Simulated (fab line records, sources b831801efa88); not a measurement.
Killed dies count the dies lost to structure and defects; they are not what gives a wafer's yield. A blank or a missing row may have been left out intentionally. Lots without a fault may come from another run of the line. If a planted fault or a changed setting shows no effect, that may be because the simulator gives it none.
A struck lot beside a sound one    flow sky130    15 out of 708 route steps
Sound: the wafers L808.2, L808.5, L808.6. Struck: wafer L815.3. (L815.4, L815.5 of the same lot were not struck and are left out.) The cause comes at the end.
Per side, at each step with rows, come the tool, then ch with its chambers, and then its first start. Under that, the readings that differ: sound wafers    struck wafers    difference of the means    sigmas: that difference in standard deviations of wafers without a fault.
alike: words and numbers the same on both sides, and readings whose means are apart by under 2 such deviations; not compared: readings that were withheld, readings missing a value for some wafer, numbers with overlapping values and no deviation given by the record, and bounds like >300 which may hide the same value.
The two part at a step that has a row with sigmas, a row that says differs or no value, or rows on one side only. Numbers that have no deviation but don't overlap get no sigmas and don't part them. A reading that every wafer of one side lacks parts them only if that side has two wafers or more.

first, 8 steps without rows for these wafers: SKY_FIELD_ISO_DEHYDRATE_05 (time 60 s); SKY_FIELD_ISO_HMDS_06 (prime time 60 s); SKY_FIELD_ISO_COAT_07 (resist thk 60 nm); SKY_FIELD_ISO_COAT_08 (resist thk 450 nm); SKY_FIELD_ISO_SOFTBAKE_09 (time 90 s); SKY_FIELD_ISO_EXPOSE_10 (exposes mask FOM, target cd 150 nm); SKY_FIELD_ISO_PEB_11; SKY_FIELD_ISO_DEVELOP_12 (develop time 60 s).
SKY_FIELD_ISO_CD_MEAS_13: target cd 150 nm.
  sound on cd-sem-02, day 4 09:11; struck on cd-sem-02, day 5 22:13
  alike: cd-nm
SKY_FIELD_ISO_ETCH_14: etches BARC in N2/H2, stops on SiO2, time 45.9 s, target depth 60 nm.
  sound on rie-diel-04 ch 2,3, day 4 09:17; struck on rie-diel-03 ch 2, day 5 22:17
reading                 sound                 struck  difference  sigmas
throttle-valve-pct (%)  13.227 13.224 13.231  13.206  -0.021      -2
  alike: drypump-motor-current-A, oes-product-au, run-length-s
  not compared: rf-hours-counter-h
SKY_FIELD_ISO_ETCH_15: etches the open film in CHF3/O2, stops on Si, target depth 180 nm, time 72 s.
  sound on rie-diel-04 ch 2,3, day 4 09:20; struck on rie-diel-03 ch 2, day 5 22:20
reading                sound              struck  difference  sigmas
oes-product-au (a.u.)  0.936 0.939 0.937  0.957   +0.020      +3
  alike: drypump-motor-current-A, run-length-s, throttle-valve-pct
  not compared: rf-hours-counter-h
SKY_FIELD_ISO_STRIP_16: strips in O2/N2.
  sound on plasma-asher-02 ch 0,1, day 4 09:23; struck on plasma-asher-03 ch 0, day 5 22:26
reading                      sound        struck  difference  sigmas
drypump-motor-current-A (A)  5.3 5.3 5.9  6.5     +1.0        +2
  alike: o2-flow-sccm, oes-product-au, strip-time-to-endpoint-s
  not compared: rf-hours-counter-h
SKY_FIELD_ISO_ETCH_17: etches Si in HBr/Cl2/O2, target depth 342 nm, time 97.7 s.
  sound on rie-si-02 ch 0,3, day 4 09:29; struck on rie-si-02 ch 0, day 5 22:29
reading                                sound              struck  difference  sigmas
run-length-s (s)                       125.8 125.9 126.3  133.0   +7.0        +21
model.FIELD_ISO.feature-depth-nm (nm)  341.5 340.7 344.1  369.5   +27.4       
model.etch.depth-nm (nm)               341.5 340.7 344.1  369.5   +27.4       
  alike: drypump-motor-current-A, oes-product-au, throttle-valve-pct
  not compared: rf-hours-counter-h
then, 1 step without rows for these wafers: SKY_FIELD_ISO_WET_ETCH_18 (etches Si3N4 in H3PO4, target depth 25 nm, time 286 s).
-- here the record skips 44 days between the struck wafers' starts before and after, leaving off in module FIELD_ISO and picking up in module PAD_OPEN (first step shown: number 708 of the route) --
SKY_PAD_OPEN_PROBE_99:
  sound on prober-02, day 48 14:18; struck on prober-02, day 50 05:20
reading                                  sound                          struck     difference  sigmas
model.etest.res_p_drift_20v.line-ohm-um  1.141e+04 1.142e+04 1.125e+04  1.302e+04  +1.660e+03  
model.etest.res_p_drift_20v.rs-ohm-sq    9434 9435 9349                 1.104e+04  +1.634e+03  
model.etest.pfet_16v.r-on-ohm-um         1.508e+04 1.524e+04 1.52e+04   1.727e+04  +2.097e+03  
model.etest.res-iso-pwell.rs-ohm-sq      3018 2996 2955                 4406       +1416       
model.etest.res-iso-pwell.line-ohm-um    1134 1126 1117                 1671       +545        
model.etest.res-nwell.line-ohm-um        1140 1134 1129                 1262       +128        
model.etest.res-nwell.rs-ohm-sq          946.6 946.9 948.5              1087       +140        
model.etest.pfet_16v.drive-ua-um         243.3 243.3 245.2              219.3      -24.6       
  alike: killed_at_M0_to_M3, killed_at_M4_up, killed-at-contacts, killed-at-front-end, killed-at-other, killed-dies, killed-on-rim, killed-open, killed-short

== WHERE THEY PART ==
Last at SKY_FIELD_ISO_ETCH_17 as far as this record goes, first at SKY_FIELD_ISO_ETCH_14. Later steps at which nothing parts them and some readings are alike: SKY_PAD_OPEN_PROBE_99.

WHY: the cause the simulator had injected
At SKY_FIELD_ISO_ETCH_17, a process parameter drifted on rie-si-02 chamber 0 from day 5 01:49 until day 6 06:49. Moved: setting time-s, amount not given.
